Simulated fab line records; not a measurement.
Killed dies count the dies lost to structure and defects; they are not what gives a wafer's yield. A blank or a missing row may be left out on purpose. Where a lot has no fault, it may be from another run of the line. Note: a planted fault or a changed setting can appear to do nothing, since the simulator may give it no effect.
Which tool is to blame? / flow sfq line / at 1 step of a route of 325, 15 lots with 45 wafers sampled

== WHAT THE GAUGES SHOWED, per wafer ==
The record lacks any reading of a measuring or inspecting step that a usual standard deviation could be used to judge.

== EACH LOT AND THE TOOL THAT RAN IT (in order: tool; ch and the chambers of the sampled wafers; start) ==
lot=L543; SFQ_TRILAYER_M8_LITHO_EXPOSE_194=krf scanner-02 ch 0, day 70 09:47
lot=L545; SFQ_TRILAYER_M8_LITHO_EXPOSE_194=krf scanner-02 ch 0, day 70 15:35
lot=L548; SFQ_TRILAYER_M8_LITHO_EXPOSE_194=krf scanner-02 ch 0, day 71 18:56
lot=L549; SFQ_TRILAYER_M8_LITHO_EXPOSE_194=krf scanner-02 ch 0, day 71 22:20
lot=L550; SFQ_TRILAYER_M8_LITHO_EXPOSE_194=krf scanner-02 ch 0, day 72 02:20
lot=L551; SFQ_TRILAYER_M8_LITHO_EXPOSE_194=krf scanner-02 ch 0, day 72 03:08
lot=L552; SFQ_TRILAYER_M8_LITHO_EXPOSE_194=krf scanner-02 ch 0, day 72 15:32
lot=L553; SFQ_TRILAYER_M8_LITHO_EXPOSE_194=krf scanner-02 ch 0, day 72 21:14
lot=L555; SFQ_TRILAYER_M8_LITHO_EXPOSE_194=krf scanner-02 ch 0, day 73 03:26
lot=L556; SFQ_TRILAYER_M8_LITHO_EXPOSE_194=krf scanner-02, day 73 06:50
lot=L557; SFQ_TRILAYER_M8_LITHO_EXPOSE_194=krf scanner-02, day 73 16:52
lot=L558; SFQ_TRILAYER_M8_LITHO_EXPOSE_194=krf scanner-02, day 73 21:53
lot=L563; SFQ_TRILAYER_M8_LITHO_EXPOSE_194=krf scanner-01 ch 0, day 77 09:04
lot=L564; SFQ_TRILAYER_M8_LITHO_EXPOSE_194=krf scanner-01 ch 0, day 77 10:52
lot=L565; SFQ_TRILAYER_M8_LITHO_EXPOSE_194=krf scanner-01 ch 0, day 77 15:16
- SFQ_TRILAYER_M8_LITHO_EXPOSE_194: exposes mask M8, target cd 2000 nm.

== AS READ BY THE TOOLS THEMSELVES (means over the sampled wafers that have a number; for cases with no such wafer, the mark the record gives instead) ==
SFQ_TRILAYER_M8_LITHO_EXPOSE_194.
lot=L543; tool=krf scanner-02; exposure dose mJ cm2=14.395; focus offset nm (nm)=0.4; stage vel mm s (mm/s)=500.11
lot=L545; tool=krf scanner-02; exposure dose mJ cm2=14.399; focus offset nm (nm)=0.4; stage vel mm s (mm/s)=499.98
lot=L548; tool=krf scanner-02; exposure dose mJ cm2=14.408; focus offset nm (nm)=-0.2; stage vel mm s (mm/s)=500.20
lot=L549; tool=krf scanner-02; exposure dose mJ cm2=14.408; focus offset nm (nm)=-0.9; stage vel mm s (mm/s)=500.06
lot=L550; tool=krf scanner-02; exposure dose mJ cm2=14.398; focus offset nm (nm)=-0.7; stage vel mm s (mm/s)=499.93
lot=L551; tool=krf scanner-02; exposure dose mJ cm2=14.401; focus offset nm (nm)=-0.2; stage vel mm s (mm/s)=499.95
lot=L552; tool=krf scanner-02; exposure dose mJ cm2=14.392; focus offset nm (nm)=0.1; stage vel mm s (mm/s)=500.06
lot=L553; tool=krf scanner-02; exposure dose mJ cm2=14.425; focus offset nm (nm)=-0.6; stage vel mm s (mm/s)=500.07
lot=L555; tool=krf scanner-02; exposure dose mJ cm2=14.404; focus offset nm (nm)=0.3; stage vel mm s (mm/s)=500.03
lot=L556; tool=krf scanner-02; exposure dose mJ cm2=-; focus offset nm (nm)=-; stage vel mm s (mm/s)=-
lot=L557; tool=krf scanner-02; exposure dose mJ cm2=-; focus offset nm (nm)=-; stage vel mm s (mm/s)=-
lot=L558; tool=krf scanner-02; exposure dose mJ cm2=-; focus offset nm (nm)=-; stage vel mm s (mm/s)=-
lot=L563; tool=krf scanner-01; exposure dose mJ cm2=14.401; focus offset nm (nm)=0.1; stage vel mm s (mm/s)=500.20
lot=L564; tool=krf scanner-01; exposure dose mJ cm2=14.391; focus offset nm (nm)=0.4; stage vel mm s (mm/s)=500.28
lot=L565; tool=krf scanner-01; exposure dose mJ cm2=14.380; focus offset nm (nm)=0.5; stage vel mm s (mm/s)=500.11

== THE ANSWER, worked out from the rows above alone ==
Rule: the usual values come from the lots themselves. The widest of any qualifying gaps counts: lots, ordered by their means at a reading, are off when they make up no more than a third of the lots, leave a main group of 4 or more, and stand apart from it by 3 or more times the standard deviation of that group's means. A main group whose means are all the same, to the digits that the tables above print for the reading, isn't used. A lot without any number at a reading at which 4 lots or more have one is off too. The other lots that the step has rows for count as sound. After the gauges, taken in route order, come the tools' own readings; for these a lot's mean is taken, as printed above. The first step at which some lot is off is used, and at that step the reading that is off furthest; a lot without a number counts as furthest.
Off, at SFQ_TRILAYER_M8_LITHO_EXPOSE_194 on exposure dose mJ cm2: L556, L557, L558. Without a number there: L556, L557, L558. Main group: mean 14.400, sd 0.011.
A tool fits if, at that step or a process step before it, it ran every lot that is off, and no sound lot after the first of them. One candidate fits, namely krf scanner-02 at SFQ_TRILAYER_M8_LITHO_EXPOSE_194. Its last sound lot is L555 (day 73 03:26), its first lot that is off L556 (day 73 06:50): a fault that began between those two fits.
Blank at SFQ_TRILAYER_M8_LITHO_EXPOSE_194 on the lots that are off, where sound lots have numbers: exposure dose mJ cm2, focus offset nm, stage vel mm s.

== WHAT THE SIMULATOR HAD INSERTED ==
Beginning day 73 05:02, the whole step at SFQ_TRILAYER_M8_LITHO_EXPOSE_194 was skipped on krf scanner-02. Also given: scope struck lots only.
Struck lots among those shown: L556, L557, L558. The rule given above showed the same thing.
